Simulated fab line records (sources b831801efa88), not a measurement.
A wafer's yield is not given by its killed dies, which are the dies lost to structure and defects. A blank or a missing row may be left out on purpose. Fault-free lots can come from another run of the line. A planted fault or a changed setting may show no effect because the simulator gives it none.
One fault seen from 2 desks    flow sky130    only its own numbers are on each desk; what lay behind them is given at the end
Where a reading is given only as a bound, like >300, the bound stands for it, and a mean or a difference that rests on one is marked > or <: the true number lies beyond.

## FOR THE TOOL OWNER'S DESK: pvd sputter-01
The tool's own readings at SKY_CAP2M_SPUTTER_02 (material TiN, target thk 200 nm, time 166.7 s): means of the sampled wafers that have a number, for each lot that ran on this tool. The brackets show how far a lot's mean lies from the usual mean; more than 4 standard deviations puts the lot out of limits, marked OUT.
Columns: A = cathode dc power W at SKY_CAP2M_SPUTTER_02, usual 6500.0 W; B = chamber pressure pa at SKY_CAP2M_SPUTTER_02, usual 0.4000 Pa; C = throttle valve pct at SKY_CAP2M_SPUTTER_02, usual 29.9 %
lot   first seen here  A       B       C
L292  day 40 04:08     6500.9  0.3996  30.4
L295  day 41 01:30     6499.5  0.3997  29.8
L303  day 43 10:46     6500.2  0.4002  30.5
L308  day 44 14:19     6499.8  0.3993  29.8
L311  day 45 12:20     6499.8  0.4012  30.3
L312  day 46 00:08     6499.7  0.4006  31.1
L313  day 46 02:55     6500.2  0.4003  29.8
Result from this desk: across the 7 lots, nothing is out of limits.

## FROM THE METROLOGY DESK
What the gauges read for every lot (on any tool): the sampled wafers with a number, averaged. The brackets show how far a lot's mean lies from the usual mean; more than 4 standard deviations puts the lot out of limits, marked OUT.
Columns: A = VIA3_OVL at SKY_VIA3_OVL_MEAS_13, usual -1 nm; B = CAP2M_TIN_RS at SKY_CAP2M_RS_MEAS_03, usual 6.95 ohm/sq; C = CAP2M_TIN_THK at SKY_CAP2M_THK_MEAS_04, usual 197.0 nm
lot   first seen here  A    B     C
L291  day 40 00:28     1    6.96  197.1
L292  day 40 02:25     2    6.93  197.6
L295  day 40 23:52     -3   6.91  200.0
L297  day 42 01:06     3    -     <0.0 (<-68) OUT
L298  day 42 03:37     -2   -     <0.0 (<-68) OUT
L303  day 43 09:07     0    6.90  199.3
L306  day 44 04:12     4    6.97  195.5
L308  day 44 12:40     -0   6.86  201.2
L309  day 45 01:16     -7   7.08  194.8
L311  day 45 09:40     -2   6.89  198.1
L310  day 45 11:39     0    6.85  199.7
L312  day 45 22:25     -12  6.94  195.1
L313  day 46 00:47     -1   6.91  197.7
L314  day 46 05:37     -9   6.90  196.5
This desk's finding: out of limits on L297, L298; first on L297, day 42 03:14 (CAP2M_TIN_THK at SKY_CAP2M_THK_MEAS_04). Within limits: L291, L292, L295, L303, L306, L308, L309, L311, L310, L312, L313, L314.

## ALL TOGETHER
The metrology desk could have raised an alarm at day 42 03:14, on L297, L298.
The tool owner's desk saw nothing out of limits.
The tool owner's desk has no number on record for L297, L298.
All the named lots went through SKY_CAP2M_SPUTTER_02 on pvd sputter-01.

## WHAT THE SIMULATOR HAD PUT IN
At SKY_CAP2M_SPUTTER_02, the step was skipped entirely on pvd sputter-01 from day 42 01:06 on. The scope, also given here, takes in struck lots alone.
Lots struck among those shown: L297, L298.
Time in hours between the start of the fault and the first out-of-limits reading at each desk: metrology desk, 2.
